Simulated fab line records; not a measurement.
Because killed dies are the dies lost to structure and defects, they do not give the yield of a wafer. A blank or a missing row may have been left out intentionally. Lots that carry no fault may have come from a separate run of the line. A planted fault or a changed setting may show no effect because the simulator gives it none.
What tool caused it? -- flow sky130 -- 24 lots with 72 wafers sampled at 2 steps, on a route of 708 steps

WHAT EACH GAUGE READ, for each wafer
SKY_CONTACT_BOW_MEAS_05. Usual: for CONTACT_BOW the level is 81 um and the standard deviation is 7.
lot,measured,on,CONTACT_BOW (um),flag
L074,day 29 22:47,film_metro-03,74 89 83,
L075,day 30 01:10,film_metro-02,89 75 75,
L076,day 31 04:41,film_metro-03,86 80 97,
L077,day 31 18:17,film_metro-03,71 72 85,
L078,day 33 02:56,film_metro-03,65 78 88,
L079,day 33 04:47,film_metro-03,82 102 88,
L080,day 33 13:29,film_metro-02,75 72 80,
L082,day 33 19:15,film_metro-04,86 71 94,
L081,day 33 21:23,film_metro-04,80 82 80,
L083,day 33 23:23,film_metro-03,85 82 83,
L084,day 33 23:44,film_metro-04,84 83 72,
L085,day 34 00:33,film_metro-02,77 86 78,
L087,day 35 02:49,film_metro-02,88 74 84,
L086,day 35 05:20,film_metro-04,76 82 92,
L090,day 36 03:29,film_metro-02,82 93 84,
L088,day 36 05:46,film_metro-02,82 92 78,
L089,day 36 06:02,film_metro-04,92 97 81,
L092,day 36 16:24,film_metro-02,92 82 84,
L091,day 36 17:26,film_metro-04,76 79 81,
L093,day 37 01:09,film_metro-04,77 89 83,
L094,day 37 02:04,film_metro-02,89 77 80,
L096,day 37 11:30,film_metro-02,73 84 65,
L095,day 37 16:38,film_metro-02,70 79 80,
L097,day 37 20:47,film_metro-02,68 76 78,

SKY_CONTACT_OVL_MEAS_15. Usual: for CONTACT_OVL the level is 0 nm and the standard deviation is 4.7.
lot,measured,on,CONTACT_OVL (nm),flag
L074,day 31 02:51,overlay-02,-12 -4 -1,
L075,day 31 04:19,overlay-02,6 -2 8,
L076,day 32 07:22,overlay-01,4 -1 -1,
L077,day 32 21:17,overlay-01,1 0 3,
L078,day 34 06:03,overlay-01,-2 -2 -4,
L079,day 34 07:31,overlay-02,-7 -10 -6,
L080,day 34 15:55,overlay-01,-5 0 -2,
L082,day 34 22:26,overlay-01,-5 -1 0,
L081,day 35 00:53,overlay-01,-2 6 6,
L083,day 35 02:16,overlay-01,1 0 -3,
L084,day 35 02:55,overlay-01,-11 -1 0,
L085,day 35 03:05,overlay-02,-4 -2 2,
L087,day 36 05:31,overlay-01,5 10 6,
L086,day 36 08:04,overlay-01,2 10 4,
L090,day 37 05:04,overlay-02,2 3 1,
L088,day 37 08:04,overlay-02,1 -4 5,
L089,day 37 08:06,overlay-01,-8 -4 -2,
L092,day 37 19:04,overlay-01,3 -6 6,
L091,day 37 19:51,overlay-02,-10 -3 -1,
L093,day 38 02:58,overlay-02,-2 -1 -7,
L094,day 38 04:21,overlay-01,0 1 -3,
L096,day 38 13:25,overlay-01,0 0 6,
L095,day 38 18:25,overlay-01,7 -3 1,
L097,day 38 22:03,overlay-02,-4 -6 -6,

WHAT TOOL EACH LOT RAN ON (gives the tool, then ch and the chambers of the sampled wafers, and finally the start)
The record holds no process step before these readings.

AS READ BY THE TOOLS THEMSELVES (means over the sampled wafers that have a number; for cases with no such wafer, the mark the record gives instead)
The record holds no such reading with a usual standard deviation.

THE ANSWER, worked out from the rows above alone
Rule: a lot counts as off when the mean over its wafers that have a number is more than 3 standard deviations away from the usual mean. A lot without any number at a reading at which 4 lots or more have one is off too. The other lots that the step has rows for count as sound. The gauges are gone through in route order, then the tools' own readings, and for those a lot's mean is taken as printed above. The first step at which some lot is off is used, and at that step the reading that is off furthest; a lot without a number counts as furthest.
None of the lots is off at any reading shown; this tells nothing.

WHAT THE SIMULATOR PUT IN
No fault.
